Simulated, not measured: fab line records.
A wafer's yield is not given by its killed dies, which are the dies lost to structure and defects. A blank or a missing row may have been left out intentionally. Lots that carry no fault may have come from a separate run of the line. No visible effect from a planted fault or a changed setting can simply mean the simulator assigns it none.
Tool commonality check | flow sky130 | 39 wafers sampled across 13 lots

WHY IT WAS OPENED
SKY_LDD_P_TW_MEAS_11, reading LDD_P_TW: flagged on 2 of 13 lots. No-fault wafers: 634, standard deviation 3.2.
Rule: flag the lot when none of its wafers has a number, or when each of its wafers that has one lies beyond 4 standard deviations from that mean. The other lots count as sound.

lot  | measured     | on            | LDD_P_TW, wafer by wafer | flag
L336 | day 19 12:15 | film-metro-01 | 631 636 636              |
L335 | day 19 14:16 | film-metro-04 | 636 636 633              |
L337 | day 19 20:01 | film-metro-02 | 643 638 639              |
L338 | day 19 22:56 | film-metro-01 | 631 631 632              |
L339 | day 20 11:23 | film-metro-04 | 629 628 628              |
L341 | day 22 11:28 | film-metro-01 | 633 635 636              |
L343 | day 23 23:24 | film-metro-02 | 638 637 638              |
L347 | day 24 15:49 | film-metro-01 | 635 632 631              |
L348 | day 25 04:09 | film-metro-02 | 384 381 383              | FLAGGED
L353 | day 26 04:09 | film-metro-02 | 630 632 630              |
L352 | day 26 06:03 | film-metro-02 | 383 386 385              | FLAGGED
L354 | day 26 14:56 | film-metro-01 | 637 632 640              |
L357 | day 26 19:00 | film-metro-04 | 631 634 632              |
On average the flagged lots' numbers are 384, which is -250 against the usual, or -78 standard deviations.

WHICH TOOL EACH LOT WENT THROUGH
The record holds 1 process step before the reading, out of a route of 708 steps. Read each cell as the tool, then ch plus the chambers that the sampled wafers visited, then the start.
lot  | flag    | SKY_LDD_P_IMPLANT_09
L336 |         | implanter-04 ch 0, day 19 12:00
L335 |         | implanter-04 ch 0, day 19 14:01
L337 |         | implanter-01 ch 0, day 19 19:46
L338 |         | implanter-04 ch 0, day 19 22:41
L339 |         | implanter-02 ch 0, day 20 11:08
L341 |         | implanter-01 ch 0, day 22 11:15
L343 |         | implanter-04 ch 0, day 23 23:10
L347 |         | implanter-01 ch 0, day 24 15:34
L348 | FLAGGED | implanter-01 ch 0, day 25 03:55
L353 |         | implanter-04 ch 0, day 26 03:55
L352 | FLAGGED | implanter-01 ch 0, day 26 05:49
L354 |         | implanter-04 ch 0, day 26 14:43
L357 |         | implanter-02 ch 0, day 26 18:48
These steps, and what they do:
- SKY_LDD_P_IMPLANT_09
- SKY_LDD_P_TW_MEAS_11

FLAGGED AGAINST TOTAL, ONE TOOL AT A TIME (gauges that did the reading follow at the end)
step                 | tool          | lots run | flagged | share of the flagged lots | sound lots run after its first flagged lot
SKY_LDD_P_IMPLANT_09 | implanter-01  | 5        | 2       | all                       | 0
SKY_LDD_P_IMPLANT_09 | implanter-02  | 2        | 0       | none                      | -
SKY_LDD_P_IMPLANT_09 | implanter-04  | 6        | 0       | none                      | -
SKY_LDD_P_TW_MEAS_11 | film-metro-01 | 5        | 0       | none                      | -
SKY_LDD_P_TW_MEAS_11 | film-metro-02 | 5        | 2       | all                       | 1 (L353)
SKY_LDD_P_TW_MEAS_11 | film-metro-04 | 3        | 0       | none                      | -

THE TABLE: WHAT IT ALLOWS
Table rows that saw every flagged lot: 2, namely implanter-01 at SKY_LDD_P_IMPLANT_09 and film-metro-02 at SKY_LDD_P_TW_MEAS_11.
- implanter-01 at SKY_LDD_P_IMPLANT_09: 2 of its 5 lots flagged. A fault beginning between L347 (day 24 15:34), its last sound lot, and L348 (day 25 03:55), its first flagged one, fits the data. Its own readings (dose-ions-cm2, faraday-current-uA) fall more than 4 standard deviations out on all wafers of the flagged lots.
- film-metro-02 at SKY_LDD_P_TW_MEAS_11: 2 of its 5 lots flagged. Sound lots followed the first flagged one (L353) on it, something a lasting fault affecting the whole tool could not allow.
implanter-01 at SKY_LDD_P_IMPLANT_09 is the single tool remaining.

WHAT THE SIMULATOR PUT IN
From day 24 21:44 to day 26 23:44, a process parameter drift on implanter-01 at SKY_LDD_P_IMPLANT_09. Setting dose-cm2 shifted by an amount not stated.
Lots struck among those shown: L348, L352. The rule above reached the same finding.
